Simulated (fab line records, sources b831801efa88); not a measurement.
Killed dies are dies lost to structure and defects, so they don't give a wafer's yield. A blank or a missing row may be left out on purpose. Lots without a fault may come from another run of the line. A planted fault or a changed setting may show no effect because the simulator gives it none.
A struck lot beside a sound one | flow gf180mcu | 18 steps out of a route of 602
Sound: wafers L340.2, L340.3, L340.6. Struck: wafers L342.1, L342.2, L342.4. The cause comes at the end.
At each step with rows: each side's tool, then ch and its chambers, then its first start. Under that, the readings that differ: sound wafers | struck wafers | difference of the means | sigmas: that difference in standard deviations of wafers without a fault.
alike: readings whose means differ by less than 2 such deviations, and words and numbers that are the same on both sides. not compared: withheld readings, readings that some wafer has no value for, bounds like >300 that may hide the same value, and numbers for which the record gives no deviation and whose values overlap.
The two part at a step that has a row with sigmas, a row that says differs or no value, or rows on one side only. Numbers that don't overlap but have no deviation are shown without sigmas and don't part them. A reading that every wafer of one side lacks parts them only if that side has two wafers or more.

GF_POLY_GATE_CD_MEAS_10: target cd 280 nm.
  sound on cd_sem-02, day 12 16:08; struck on cd_sem-01, day 13 08:19
  alike: cd_nm
GF_POLY_GATE_OVL_MEAS_11:
  sound on overlay-02, day 12 16:15; struck on overlay-02, day 13 08:26
  alike: POLY_GATE_OVL
GF_POLY_GATE_ETCH_12: etches BARC in N2/H2.
  sound on rie_diel-02 ch 0,1,3, day 12 16:17; struck on rie_diel-02 ch 0,1,3, day 13 08:29
  alike: bias_w, drypump_motor_current_A, oes_product_au, throttle_valve_pct
GF_POLY_GATE_ETCH_13: etches poly-Si in HBr/Cl2, stops on SiO2, target depth 198.5 nm, time 69.6 s.
  sound on rie_si-01 ch 0,1, day 12 16:20; struck on rie_si-02 ch 0,1,3, day 13 08:32
  alike: bias_w, drypump_motor_current_A, oes_product_au, throttle_valve_pct
  not compared: rf_hours_counter_h
GF_POLY_GATE_STRIP_14: strips in O2/N2.
  sound on plasma_asher-01 ch 0,1, day 12 16:23; struck on plasma_asher-01 ch 0,1, day 13 08:35
  alike: drypump_motor_current_A, heater_power_w, o2_flow_sccm, oes_product_au
  not compared: rf_hours_counter_h
then, 2 steps without rows for these wafers: GF_POLY_GATE_CLEAN_15 (cleans in SC1/SC2, time 150 s); GF_POLY_GATE_OXIDATION_16 (stabilise 600 s, purge 300 s, target thk 4 nm).
GF_POLY_GATE_THK_MEAS_17:
  sound on film_metro-03, day 12 18:14; struck on film_metro-03, day 13 11:16
  alike: POLY_GATE_OXIDATION_THK
GF_POLY_GATE_CD_MEAS_18:
  sound on cd_sem-01, day 12 18:19; struck on cd_sem-02, day 13 11:19
  alike: cd_nm
then, 3 steps without rows for these wafers: GF_HV_LDD_DEHYDRATE_00 (time 60 s); GF_HV_LDD_HMDS_01 (prime time 60 s); GF_HV_LDD_COAT_02 (resist thk 1000 nm).
GF_HV_LDD_SOFTBAKE_03: time 60 s.
  sound on litho_track-04 ch 0, day 13 04:14; struck on litho_track-04 ch 0, day 13 21:46
  reading                  | sound             | struck            | difference | sigmas
  heater_power_total_W (W) | 56.54 56.64 56.58 | 54.38 54.38 54.39 | -2.20      | -46
  plate_temp_C (C)         | 89.86 89.73 90.01 | 87.58 87.62 87.55 | -2.28      | -16
then, 2 steps without rows for these wafers: GF_HV_LDD_EXPOSE_04 (exposes mask Nplus LV AREA, target cd 400 nm); GF_HV_LDD_PEB_05.
GF_HV_LDD_DEVELOP_06: develop time 60 s.
  sound on litho_track-03 ch 0, day 13 14:05; struck on litho_track-02 ch 0, day 14 08:19
  reading                                     | sound           | struck         | difference | sigmas
  model.NOVOLAK_of_HV_LDD_COAT_02.thk_nm (nm) | 1001 1002 999.2 | 1008 1005 1008 | +6         |
GF_HV_LDD_CD_MEAS_07: target cd 400 nm.
  sound on cd_sem-02, day 13 14:13; struck on cd_sem-02, day 14 08:28
  alike: cd_nm
then, 1 step without rows for these wafers: GF_PASSIVATION_PROBE_99.

WHERE THEY PART
Only at GF_HV_LDD_SOFTBAKE_03, within this record. Later steps at which nothing parts them and some readings are alike: GF_HV_LDD_CD_MEAS_07.

WHY: what the simulator had put in
Process parameter drift: litho_track-04, from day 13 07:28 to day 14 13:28, at GF_HV_LDD_SOFTBAKE_03. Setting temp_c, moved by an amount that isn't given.
